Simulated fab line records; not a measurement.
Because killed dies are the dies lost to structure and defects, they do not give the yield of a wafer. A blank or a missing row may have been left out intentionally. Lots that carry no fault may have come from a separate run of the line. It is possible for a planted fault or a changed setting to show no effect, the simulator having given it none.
Which tool was responsible? ; flow gf180mcu ; Sampling: 6 lots, 18 wafers, 2 of 602 route steps

## WHAT THE GAUGES READ, wafer by wafer
GF_HV_LDD_THK_MEAS_57.
lot;measured;on;HV_LDD_CVD_56_THK (nm)
L724;day 14 02:02;film metro-04;90.2 89.8 90.1
L726;day 14 11:22;film metro-04;89.8 89.7 90.1
L731;day 16 05:26;film metro-03;89.6 89.8 88.8
L733;day 16 21:52;film metro-04;82.4 83.5 83.6
L737;day 18 10:53;film metro-04;90.6 91.1 91.4
L742;day 20 00:13;film metro-01;91.0 90.1 91.3

## EACH LOT AND THE TOOL THAT RAN IT (in order: tool; ch and the chambers of the sampled wafers; start)
lot;GF_HV_LDD_CVD_56
L724;lpcvd-02 ch 0, day 14 00:35
L726;lpcvd-01 ch 1, day 14 09:57
L731;lpcvd-01 ch 0, day 16 04:00
L733;lpcvd-01 ch 1, day 16 20:25
L737;lpcvd-02 ch 0, day 18 09:28
L742;lpcvd-02 ch 0, day 19 22:46
- GF_HV_LDD_CVD_56: deposits Si3N4 from DCS/NH3, target thk 90 nm, time 1543 s.

## THE ANSWER, worked out from the rows above alone
Rule: the usual values come from the lots themselves. Put in order of their means at a reading, lots are off if they are a third of the lots or fewer, leave a main group of 4 or more, and stand apart from it by a gap of 3 or more times the standard deviation of the main group's means; of several such gaps the widest counts. The tables above print the reading to a certain number of digits; a main group whose means all agree to those digits is not used. Also off: a lot with no number at a reading for which 4 or more lots have one. All remaining lots with rows at the step are treated as sound.
Off: L733, seen at GF_HV_LDD_THK_MEAS_57 (HV_LDD_CVD_56_THK). Main group: mean 90.2 nm, sd 0.6.
If a tool, at a process step before that reading, ran all the lots that are off and no sound lot after the first of them, it fits. The gauges at GF_HV_LDD_THK_MEAS_57 are tried like those tools. One candidate fits, namely lpcvd-01 at GF_HV_LDD_CVD_56. A fault onset in the window from L731 (day 16 04:00, its last sound lot) to L733 (day 16 20:25, its first lot off) fits.

## WHAT WAS PUT IN BY THE SIMULATOR
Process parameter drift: lpcvd-01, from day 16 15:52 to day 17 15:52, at GF_HV_LDD_CVD_56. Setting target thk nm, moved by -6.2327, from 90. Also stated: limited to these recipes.
Struck lots among those shown: L733. The rule given above showed the same thing.
